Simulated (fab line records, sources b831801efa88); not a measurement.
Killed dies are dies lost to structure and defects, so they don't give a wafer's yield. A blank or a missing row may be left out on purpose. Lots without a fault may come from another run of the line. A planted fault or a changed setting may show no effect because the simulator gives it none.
A struck lot beside a sound one | flow sky130 | 28 steps out of a route of 708
Sound: wafers L909.1, L909.4, L909.5. Struck: wafers L910.1, L910.4, L910.6. The cause comes at the end.
At each step with rows: each side's tool, then ch and its chambers, then its first start. Under that, the readings that differ: sound wafers | struck wafers | difference of the means | sigmas: that difference in standard deviations of wafers without a fault.
alike: readings whose means differ by less than 2 such deviations, and words and numbers that are the same on both sides. not compared: withheld readings, readings that some wafer has no value for, bounds like >300 that may hide the same value, and numbers for which the record gives no deviation and whose values overlap.
The two part at a step that has a row with sigmas, a row that says differs or no value, or rows on one side only. Numbers that don't overlap but have no deviation are shown without sigmas and don't part them. A reading that every wafer of one side lacks parts them only if that side has two wafers or more.

SKY_SD_P_OVL_MEAS_08:
  sound on overlay-02, day 25 23:16; struck on overlay-01, day 27 07:28
  alike: SD_P_OVL
then, 1 step without rows for these wafers: SKY_SD_P_IMPLANT_09.
SKY_SD_P_STRIP_10: strips in O2/N2.
  sound on plasma_asher-02 ch 0,1, day 25 23:28; struck on plasma_asher-03 ch 0,1, day 27 07:40
  alike: chamber_pressure_mTorr, drypump_motor_current_A, oes_product_au, strip_time_to_endpoint_s
  not compared: rf_hours_counter_h
SKY_SD_P_TW_MEAS_11:
  sound on film_metro-03, day 25 23:34; struck on film_metro-04, day 27 07:46
  alike: SD_P_TW
then, 8 steps without rows for these wafers: SKY_RES_XHIGH_DEHYDRATE_00 (time 60 s); SKY_RES_XHIGH_HMDS_01 (prime time 60 s); SKY_RES_XHIGH_COAT_02 (resist thk 1140 nm); SKY_RES_XHIGH_SOFTBAKE_03 (time 60 s); SKY_RES_XHIGH_EXPOSE_04 (exposes mask URPM, target cd 1270 nm); SKY_RES_XHIGH_PEB_05; SKY_RES_XHIGH_DEVELOP_06 (develop time 60 s); SKY_RES_XHIGH_IMPLANT_07.
SKY_RES_XHIGH_STRIP_08: strips in O2/N2.
  sound on plasma_asher-01 ch 0,1, day 27 04:40; struck on plasma_asher-03 ch 1, day 28 12:58
  no value came back on the struck wafers for chamber_pressure_mTorr (mTorr), drypump_motor_current_A (A), oes_product_au (a.u.), strip_time_to_endpoint_s (s); on the sound wafers chamber_pressure_mTorr (mTorr) reads 1502.3 1500.6 1501.4
  reading                                        | sound | struck         | difference | sigmas
  model.NOVOLAK_of_RES_XHIGH_COAT_02.thk_nm (nm) | 0 0 0 | 1140 1141 1142 | +1141      |
  not compared: rf_hours_counter_h
SKY_RES_XHIGH_TW_MEAS_09:
  sound on film_metro-04, day 27 04:46; struck on film_metro-02, day 28 13:04
  alike: RES_XHIGH_TW
then, 7 steps without rows for these wafers: SKY_SD_N_DEHYDRATE_00 (time 60 s); SKY_SD_N_HMDS_01 (prime time 60 s); SKY_SD_N_COAT_02 (resist thk 1140 nm); SKY_SD_N_SOFTBAKE_03 (time 60 s); SKY_SD_N_EXPOSE_04 (exposes mask NSDM, target cd 380 nm); SKY_SD_N_PEB_05; SKY_SD_N_DEVELOP_06 (develop time 60 s).
SKY_SD_N_CD_MEAS_07: target cd 380 nm.
  sound on cd_sem-02, day 28 09:13; struck on cd_sem-01, day 29 17:55
  reading    | sound       | struck      | difference | sigmas
  cd_nm (nm) | 387 388 389 | 377 377 376 | -11        | -3
SKY_SD_N_OVL_MEAS_08:
  sound on overlay-02, day 28 09:20; struck on overlay-01, day 29 18:02
  alike: SD_N_OVL
then, 2 steps without rows for these wafers: SKY_SD_N_IMPLANT_09; SKY_SD_N_IMPLANT_10.
SKY_SD_N_STRIP_11: strips in O2/N2.
  sound on plasma_asher-02 ch 0,1, day 28 09:40; struck on plasma_asher-04 ch 1, day 29 18:22
  reading                      | sound             | struck            | difference | sigmas
  drypump_motor_current_A (A)  | 5.6 5.6 5.9       | 6.7 6.7 6.6       | +1.0       | +2
  oes_product_au (a.u.)        | 0.527 0.529 0.529 | 0.615 0.615 0.614 | +0.086     | +20
  strip_time_to_endpoint_s (s) | 22.46 22.53 22.48 | 39.50 39.48 39.51 | +17.01     | +99 or more
  alike: chamber_pressure_mTorr
  not compared: rf_hours_counter_h
SKY_SD_N_TW_MEAS_12:
  sound on film_metro-02, day 28 09:46; struck on film_metro-02, day 29 18:28
  reading | sound          | struck   | difference | sigmas
  SD_N_TW | 4014 4022 4001 | 30 30 31 | -3982      | -99 or more
then, 1 step without rows for these wafers: SKY_SD_N_CLEAN_13 (cleans in SC1/SC2, time 150 s).

WHERE THEY PART
First at SKY_RES_XHIGH_STRIP_08; last, within this record, at SKY_SD_N_TW_MEAS_12.

WHY: what the simulator had put in
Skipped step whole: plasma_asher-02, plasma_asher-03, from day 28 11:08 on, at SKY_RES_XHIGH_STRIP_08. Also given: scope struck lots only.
